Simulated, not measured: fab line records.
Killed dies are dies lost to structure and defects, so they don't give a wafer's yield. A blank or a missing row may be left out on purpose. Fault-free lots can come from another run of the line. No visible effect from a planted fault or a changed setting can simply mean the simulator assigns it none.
2 desks looking at one fault    flow sky130    only its own numbers are on each desk; what lay behind them is given at the end

## METROLOGY DESK
What the gauges read, lot by lot, whatever tool the lot ran on: means of the sampled wafers that have a number. If a lot's mean is further than 4 standard deviations from the usual mean, the lot is out of limits and carries the mark OUT (the distance appears in the brackets).
Columns: A = VT_ADJUST_HVTP_TW at SKY_VT_ADJUST_HVTP_TW_MEAS_11, usual 1351; B = CONTACT_OVL at SKY_CONTACT_OVL_MEAS_15, usual -2 nm; C = CONTACT_W_RS at SKY_CONTACT_RS_MEAS_25, usual 0.339 ohm/sq
lot   first seen here  A                     B    C
L461  day 6 04:41      1359                  -2   0.338
L462  day 6 13:32      1354                  1    0.339
L463  day 6 14:25      1347                  7    0.337
L464  day 6 22:16      1343                  -10  0.339
L465  day 7 05:21      1364                  -4   0.339
L466  day 7 13:32      1352                  -4   0.336
L467  day 7 18:04      1346                  -9   0.342
L468  day 7 23:07      1342                  5    0.338
L475  day 9 17:50      30 (-99 or more) OUT  -0   0.338
L480  day 10 23:41     1343                  -2   0.340
L482  day 11 21:50     1355                  -3   0.338
L483  day 12 02:46     1355                  -1   0.338
L484  day 12 09:41     1356                  -3   0.341
This desk's finding: out of limits on L475; first on L475, day 9 17:50 (VT_ADJUST_HVTP_TW at SKY_VT_ADJUST_HVTP_TW_MEAS_11). Within limits: L461, L462, L463, L464, L465, L466, L467, L468, L480, L482, L483, L484.

## THE TOOL OWNER'S DESK: plasma-asher-04
The tool's own readings at SKY_NWELL_STRIP_25 (strips in O2/N2): means of the sampled wafers that have a number, for each lot that ran on this tool. If a lot's mean is further than 4 standard deviations from the usual mean, the lot is out of limits and carries the mark OUT (the distance appears in the brackets).
Columns: A = drypump-motor-current-A at SKY_NWELL_STRIP_25, usual 5.5 A; B = oes-product-au at SKY_NWELL_STRIP_25, usual 0.722 a.u.; C = strip-time-to-endpoint-s at SKY_NWELL_STRIP_25, usual 36.92 s
lot   first seen here  A    B                C
L465  day 6 08:48      5.5  0.723            37.05
L475  day 8 19:28      5.1  0.955 (+50) OUT  -
L482  day 10 21:23     5.5  0.727            36.79
L483  day 11 02:13     5.5  0.727            36.87
L484  day 11 08:50     5.1  0.723            36.92
This desk's verdict: out of limits on L475, starting with L475 at day 8 19:28 (oes-product-au at SKY_NWELL_STRIP_25). Within limits: L465, L482, L483, L484.

## PUT TOGETHER
The tool owner's desk could have raised an alarm at day 8 19:28, on L475.
On L475, the metrology desk was in a position to raise an alarm at day 9 17:50.
The lots listed all ran SKY_NWELL_STRIP_25 on plasma-asher-04.

## WHAT WAS PUT IN BY THE SIMULATOR
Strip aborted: plasma-asher-04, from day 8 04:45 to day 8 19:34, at SKY_NWELL_STRIP_25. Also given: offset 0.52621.
Lots struck among those shown: L475.
Hours from the fault's start to each desk's first reading out of limits: the tool owner's desk, 15; the metrology desk, 37.
